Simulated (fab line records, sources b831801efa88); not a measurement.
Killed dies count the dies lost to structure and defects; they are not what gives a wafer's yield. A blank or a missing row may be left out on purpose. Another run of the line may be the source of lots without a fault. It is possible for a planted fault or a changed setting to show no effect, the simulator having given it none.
Comparing a struck lot with a sound one || flow sky130 || 43 steps out of a route of 708
Sound: these wafers, L393.2, L393.4, L393.5. Wafers L400.2, L400.3, L400.5 were the ones struck. The cause is named last.
At each step with rows: each side's tool, then ch and its chambers, then its first start. Under that, the readings that differ: sound wafers || struck wafers || difference of the means || sigmas: that difference in standard deviations of wafers without a fault.
alike: a reading whose means differ by less than 2 such deviations, as well as words and numbers matching on both sides. not compared: withheld readings; readings where some wafer has no value; bounds like >300 that might hide an equal value; numbers whose values overlap and for which the record gives no deviation.
A row with sigmas, a row that says differs or no value, or rows on one side alone: a step with any of these is where the two part. Numbers that don't overlap but have no deviation are shown without sigmas and don't part them. Lack of a reading on every wafer of one side parts them only where that side has two or more wafers.

first, 8 steps without rows for these wafers: SKY_METAL3_DEHYDRATE_05 (time 60 s); SKY_METAL3_HMDS_06 (prime time 60 s); SKY_METAL3_COAT_07 (resist thk 60 nm); SKY_METAL3_COAT_08 (resist thk 1140 nm); SKY_METAL3_SOFTBAKE_09 (time 90 s); SKY_METAL3_EXPOSE_10 (exposes mask MM3, target cd 300 nm); SKY_METAL3_PEB_11; SKY_METAL3_DEVELOP_12 (develop time 60 s).
SKY_METAL3_CD_MEAS_13 targets a cd of 300 nm.
  sound on cd-sem-02, day 41 08:38; struck on cd-sem-02, day 43 13:43
  alike: cd-nm
SKY_METAL3_OVL_MEAS_14:
  sound on overlay-02, day 41 08:44; struck on overlay-01, day 43 13:49
  alike: METAL3_OVL
then, 1 step without rows for these wafers: SKY_METAL3_DESCUM_15 (chemistry O2, time 8 s).
SKY_METAL3_ETCH_16: etches BARC in N2/H2, stops on SiO2, time 88.2 s, target depth 60 nm.
  sound on rie-metal-03 ch 0,1, day 41 08:48; struck on rie-metal-01 ch 1, day 43 13:57
  alike: drypump-motor-current-A, oes-product-au, throttle-valve-pct
  not compared: rf-hours-counter-h
SKY_METAL3_ETCH_17: etches SiO2 in C4F8/O2/Ar, stops on TiN, time 3.9 s, target depth 15 nm.
  sound on rie-diel-03 ch 1,2,3, day 41 08:56; struck on rie-diel-02 ch 0,2, day 43 14:07
  alike: oes-product-au
  not compared: rf-hours-counter-h
SKY_METAL3_METAL_ETCH_18: etches the open film in Cl2/BCl3, stops on SiO2, target depth 845 nm, time 183.1 s.
  sound on rie-metal-04 ch 1, day 41 08:57; struck on rie-metal-04 ch 0,1, day 43 14:08
  alike: drypump-motor-current-A, oes-product-au, throttle-valve-pct
  not compared: rf-hours-counter-h
then, 5 steps without rows for these wafers: SKY_METAL3_STRIP_19 (strips in O2/N2); SKY_METAL3_STRIP_20 (strips in post etch residue remover, time 1200 s); SKY_METAL3_CLEAN_21 (cleans in IPA, time 180 s); SKY_METAL3_CLEAN_22 (cleans in O3/DIW); SKY_VIA3_HDPCVD_00 (deposits SiO2, target thk 1635 nm, time 272.5 s).
SKY_VIA3_THK_MEAS_01:
  sound on film-metro-01, day 41 09:54; struck on film-metro-02, day 43 15:05
  alike: VIA3_HDPCVD_THK
SKY_VIA3_CMP_02: polishes SiO2.
  sound on cmp-02 ch 0,2,3, day 41 10:00; struck on cmp-02 ch 0,1,2, day 43 15:08
  alike: head-pressure-psi, motor-current-A
SKY_VIA3_BOW_MEAS_03:
  sound on film-metro-02, day 41 10:16; struck on film-metro-02, day 43 15:27
  alike: VIA3_BOW
then, 8 steps without rows for these wafers: SKY_VIA3_DEHYDRATE_04 (time 60 s); SKY_VIA3_HMDS_05 (prime time 60 s); SKY_VIA3_COAT_06 (resist thk 60 nm); SKY_VIA3_COAT_07 (resist thk 450 nm); SKY_VIA3_SOFTBAKE_08 (time 90 s); SKY_VIA3_EXPOSE_09 (exposes mask VIM3, target cd 200 nm); SKY_VIA3_PEB_10; SKY_VIA3_DEVELOP_11 (develop time 60 s).
SKY_VIA3_CD_MEAS_12 targets a cd of 200 nm.
  sound on cd-sem-02, day 42 09:41; struck on cd-sem-02, day 44 13:40
  alike: cd-nm
SKY_VIA3_OVL_MEAS_13:
  sound on overlay-02, day 42 09:47; struck on overlay-01, day 44 13:46
  alike: VIA3_OVL
then, 1 step without rows for these wafers: SKY_VIA3_ETCH_14 (etches BARC in N2/H2, stops on SiO2, time 45.9 s, target depth 60 nm).
SKY_VIA3_ETCH_15: etches SiO2 in C4F8/O2/Ar, stops on TiN, target depth 507 nm, time 78 s.
  sound on rie-diel-01 ch 1,3, day 42 09:52; struck on rie-diel-01 ch 1,2, day 44 13:50
  alike: oes-product-au
  not compared: rf-hours-counter-h
then, 4 steps without rows for these wafers: SKY_VIA3_STRIP_16 (strips in O2/N2); SKY_VIA3_STRIP_17 (strips in post etch residue remover, time 1200 s); SKY_VIA3_CLEAN_18 (cleans in IPA, time 180 s); SKY_VIA3_CLEAN_19 (cleans in O3/DIW).
SKY_VIA3_SPUTTER_20: material TiN, target thk 20 nm, time 80 s.
  sound on pvd-sputter-04, day 42 10:34; struck on pvd-sputter-02, day 44 14:34
  alike: chamber-pressure-pa, throttle-valve-pct
then, 1 step without rows for these wafers: SKY_VIA3_CVD_21 (deposits W, target thk 390 nm, time 117.31 s).
SKY_VIA3_RS_MEAS_22: the measuring method here is four-point-probe.
  sound on film-metro-02, day 42 10:46; struck on film-metro-01, day 44 14:46
  alike: VIA3_W_RS
SKY_VIA3_THK_MEAS_23: measures by xrf.
  sound on film-metro-02, day 42 10:52; struck on film-metro-01, day 44 14:52
  alike: VIA3_W_THK
-- the record jumps here: 5 days lie between the struck wafers' starts before and after (it left off in module VIA3 and takes up again in module PAD_OPEN, whose first step shown is number 708 of the route) --
SKY_PAD_OPEN_PROBE_99:
  sound on prober-01, day 48 02:41; struck on prober-02, day 49 21:14
{"reading": "defect-limited-yield (%)", "sound": "83.5 80.9 82.3", "struck": "75.0 76.8 74.6", "difference": -6.8, "sigmas": -4}
{"reading": "killed_at_M0_to_M3", "sound": "50 43 30", "struck": "82 81 83", "difference": "+41", "sigmas": "+5"}
{"reading": "killed_at_M4_up", "sound": "2 7 4", "struck": "1 1 0", "difference": -4, "sigmas": -2}
{"reading": "killed-dies", "sound": "81 94 87", "struck": "123 114 125", "difference": "+33", "sigmas": "+4"}
{"reading": "sort_bin_3_pad_short (%)", "sound": "0.6 1.8 1.0", "struck": "2.8 3.9 3.0", "difference": "+2.1", "sigmas": "+5"}
{"reading": "sort_bin_5_function (%)", "sound": "9.6 12.2 9.6", "struck": "15.2 13.6 14.8", "difference": "+4.1", "sigmas": "+3"}
{"reading": "sort-n-pass", "sound": "411 398 405", "struck": "369 378 367", "difference": -33, "sigmas": -4}
{"reading": "sort-yield-pct (%)", "sound": "83.5 80.9 82.3", "struck": "75.0 76.8 74.6", "difference": -6.8, "sigmas": -4}
{"reading": "model.etest.tester.sort-n-pass", "sound": "411 398 405", "struck": "369 378 367", "difference": -33, "sigmas": ""}
{"reading": "model.etest.tester.sort-yield-pct (%)", "sound": "83.54 80.89 82.32", "struck": "75 76.83 74.59", "difference": -7, "sigmas": ""}
{"reading": "model.etest.tester.sort_bin_5_pct (%)", "sound": "9.553 12.2 9.553", "struck": "15.24 13.62 14.84", "difference": "+4.13", "sigmas": ""}
{"reading": "model.etest.tester.sort_bin_3_pct (%)", "sound": "0.6098 1.829 1.016", "struck": "2.846 3.862 3.049", "difference": "+2.101", "sigmas": ""}
  alike: killed-at-contacts, killed-at-front-end, killed-at-other, killed-open, killed-short, sort_bin_6_memory

== WHERE THEY PART ==
Only at SKY_PAD_OPEN_PROBE_99, within this record.

WHY: whatever the simulator had introduced
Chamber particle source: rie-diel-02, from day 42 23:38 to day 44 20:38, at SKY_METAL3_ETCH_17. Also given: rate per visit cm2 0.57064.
